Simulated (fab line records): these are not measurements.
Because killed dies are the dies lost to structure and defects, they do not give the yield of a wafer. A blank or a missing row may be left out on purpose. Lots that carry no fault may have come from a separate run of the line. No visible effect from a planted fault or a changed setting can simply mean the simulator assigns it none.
The same fault as seen by 2 desks	flow gf180mcu	what lay behind the numbers comes last; until then each desk has only its own

FROM THE METROLOGY DESK
What the gauges read, lot by lot, whatever tool the lot ran on: means of the sampled wafers that have a number. A lot is out of limits, marked OUT, if its mean lies more than 4 standard deviations from the usual mean; the brackets give that distance.
Columns: A = DUAL_GATE_OXIDATION_00_THK at GF_DUAL_GATE_THK_MEAS_03, usual 11.00 nm; B = POLY_GATE_CVD_00_THK at GF_POLY_GATE_THK_MEAS_01, usual 201.6 nm
lot	first seen here	A	B
L955	day 7 15:35	10.95	200.7
L956	day 7 19:40	11.29	204.4
L958	day 8 16:20	11.12	200.8
L959	day 8 21:42	10.92	201.6
L960	day 8 21:43	11.08	205.3
L968	day 11 04:05	11.18	203.1
L970	day 11 20:23	10.89	202.6
L971	day 12 03:58	10.79	201.9
L972	day 12 08:10	11.10	201.4
L974	day 12 23:58	10.94	202.1
L975	day 13 05:55	11.32	201.0
L977	day 13 17:32	11.29	203.5
L978	day 14 02:14	10.91	199.6
This desk found nothing out of limits on any of the 13 lots.

FOR THE TOOL OWNER'S DESK: litho track-04
The tool's own readings at GF_SAB_SOFTBAKE_05 (time 60 s): means of the sampled wafers that have a number, for each lot that ran on this tool. A lot is out of limits, marked OUT, if its mean lies more than 4 standard deviations from the usual mean; the brackets give that distance.
Columns: A = heater power total W at GF_SAB_SOFTBAKE_05, usual 56.60 W; B = plate temp C at GF_SAB_SOFTBAKE_05, usual 90.00 C
lot	first seen here	A	B
L956	day 14 21:20	56.60	90.00
L958	day 15 21:52	56.61	89.95
L968	day 19 01:38	60.57 (+90) OUT	94.44 (+34) OUT
L970	day 20 02:19	60.59 (+91) OUT	94.42 (+34) OUT
This desk's finding: out of limits on L968, L970; first on L968, day 19 01:38 (heater power total W at GF_SAB_SOFTBAKE_05). L956, L958 stayed within limits.

PUT TOGETHER
The tool owner's desk had the chance to raise an alarm at day 19 01:38 on L968, L970.
Nothing out of limits was seen by the metrology desk.
The metrology desk has L968, L970 on record, within its limits.
The lots listed all ran GF_SAB_SOFTBAKE_05 on litho track-04.

WHAT HAD BEEN PUT IN BY THE SIMULATOR
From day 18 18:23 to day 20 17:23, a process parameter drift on litho track-04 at GF_SAB_SOFTBAKE_05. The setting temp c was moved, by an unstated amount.
Shown lots that were struck: L968, L970.
How many hours passed from the start of the fault until each desk's first out-of-limits reading: the tool owner's desk, 7.
